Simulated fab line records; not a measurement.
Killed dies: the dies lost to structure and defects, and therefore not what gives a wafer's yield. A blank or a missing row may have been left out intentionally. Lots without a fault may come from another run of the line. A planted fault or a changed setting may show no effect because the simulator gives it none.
What tool caused it?	flow sky130	12 lots with 36 wafers sampled at 3 steps, on a route of 708 steps

== WHAT THE GAUGES SHOWED, per wafer ==
SKY_METAL1_CD_MEAS_15 targets a cd of 140 nm. Usual: cd-nm 139.7 nm, standard deviation 1.5.
lot	measured	on	cd-nm (nm)	flag
L962	day 34 03:10	cd-sem-02	139.2 140.3 138.8	
L963	day 34 06:54	cd-sem-01	140.3 140.8 140.7	
L964	day 34 11:13	cd-sem-02	138.5 139.0 139.1	
L965	day 35 06:04	cd-sem-02	137.7 138.3 138.1	
L968	day 35 17:01	cd-sem-02	139.4 139.5 139.3	
L969	day 36 14:18	cd-sem-02	140.6 140.9 139.4	
L974	day 37 21:52	cd-sem-01	139.1 140.4 140.9	
L982	day 39 23:36	cd-sem-02	140.1 139.4 140.0	
L983	day 40 13:40	cd-sem-01	140.6 142.4 140.4	
L984	day 40 14:38	cd-sem-01	136.6 136.5 136.7	
L985	day 40 22:56	cd-sem-02	143.6 143.2 141.8	

SKY_VIA1_THK_MEAS_23: measures by xrf. Usual: VIA1_W_THK gives 258.9 nm (standard deviation 2.4).
lot	measured	on	VIA1_W_THK (nm)	flag
L962	day 35 08:22	film-metro-01	261.7 258.1 260.2	
L963	day 35 12:30	film-metro-04	256.2 258.0 259.4	
L964	day 35 16:58	film-metro-02	258.9 257.3 259.0	
L965	day 36 11:36	film-metro-02	261.9 258.3 261.1	
L968	day 36 22:04	film-metro-02	261.0 259.4 263.8	
L969	day 37 18:59	film-metro-01	258.4 257.3 259.2	
L974	day 39 02:47	film-metro-04	256.0 256.4 252.0	
L982	day 41 03:09	film-metro-02	256.3 256.6 256.1	
L983	day 41 16:20	film-metro-04	260.2 262.1 259.6	
L984	day 41 17:50	film-metro-01	259.5 258.3 257.2	
L985	day 42 02:49	film-metro-01	263.5 260.9 260.8	

== WHICH TOOL RAN EACH LOT (tool, then ch and the chambers of the sampled wafers, then the start) ==
lot	SKY_SONOS_ONO_STRIP_17
L962	plasma-asher-03 ch 0,1, day 13 09:50
L963	plasma-asher-03 ch 0,1, day 13 21:22
L964	plasma-asher-02 ch 0,1, day 14 02:46
L965	plasma-asher-02 ch 0,1, day 14 12:49
L968	plasma-asher-04 ch 0,1, day 15 07:28
L969	plasma-asher-03 ch 0,1, day 15 23:40
L974	plasma-asher-04 ch 0,1, day 17 10:36
L975	plasma-asher-02 ch 0,1, day 17 18:05
L982	plasma-asher-04 ch 0,1, day 19 23:01
L983	plasma-asher-03 ch 0,1, day 20 17:29
L984	plasma-asher-02 ch 0,1, day 20 19:46
L985	plasma-asher-03 ch 0,1, day 21 05:49
- SKY_SONOS_ONO_STRIP_17: strips in O2/N2.

== AS READ BY THE TOOLS THEMSELVES (means over the sampled wafers that have a number; for cases with no such wafer, the mark the record gives instead) ==
SKY_SONOS_ONO_STRIP_17. Usual: drypump-motor-current-A 5.76 A, standard deviation 0.26; n2-flow-sccm 300.0 sccm, standard deviation 0.94; oes-product-au 0.710 a.u., standard deviation 0.0049; strip-time-to-endpoint-s 14.10 s, standard deviation 0.038.
lot	tool	drypump-motor-current-A (A)	n2-flow-sccm (sccm)	oes-product-au (a.u.)	strip-time-to-endpoint-s (s)	flag
L962	plasma-asher-03	5.64	300.4	0.712	14.14	
L963	plasma-asher-03	5.63	301.1	0.711	14.07	
L964	plasma-asher-02	5.81	300.0	0.711	14.09	
L965	plasma-asher-02	5.81	300.2	0.710	14.12	
L968	plasma-asher-04	5.84	300.2	0.707	14.13	
L969	plasma-asher-03	5.41	298.6	0.707	14.11	
L974	plasma-asher-04	5.95	299.1	0.709	14.09	
L975	plasma-asher-02	5.83	300.8	0.921	-	OFF
L982	plasma-asher-04	5.94	298.8	0.705	14.16	
L983	plasma-asher-03	5.64	299.9	0.707	14.06	
L984	plasma-asher-02	5.86	300.6	0.712	14.13	
L985	plasma-asher-03	5.62	299.3	0.713	14.14	

== THE ANSWER, worked out from the rows above alone ==
Rule: take the mean of a lot's wafers that have a number; if it is more than 3 standard deviations from the usual mean, the lot is off. A lot without any number at a reading at which 4 lots or more have one is off too. Any other lot the step has rows for is counted as sound. Order of review: gauges by route order, followed by the tools' own readings, for which a lot's mean as printed above is used. The first step at which some lot is off is used, and at that step the reading that is off furthest; a lot without a number counts as furthest.
Off: L975, at SKY_SONOS_ONO_STRIP_17 (strip-time-to-endpoint-s). Without a number there: L975.
If a tool, at that step or one of the process steps before it, ran each lot that is off and ran no sound lot following the first of them, it fits. None of those tried fits.

== WHAT HAD BEEN PUT IN BY THE SIMULATOR ==
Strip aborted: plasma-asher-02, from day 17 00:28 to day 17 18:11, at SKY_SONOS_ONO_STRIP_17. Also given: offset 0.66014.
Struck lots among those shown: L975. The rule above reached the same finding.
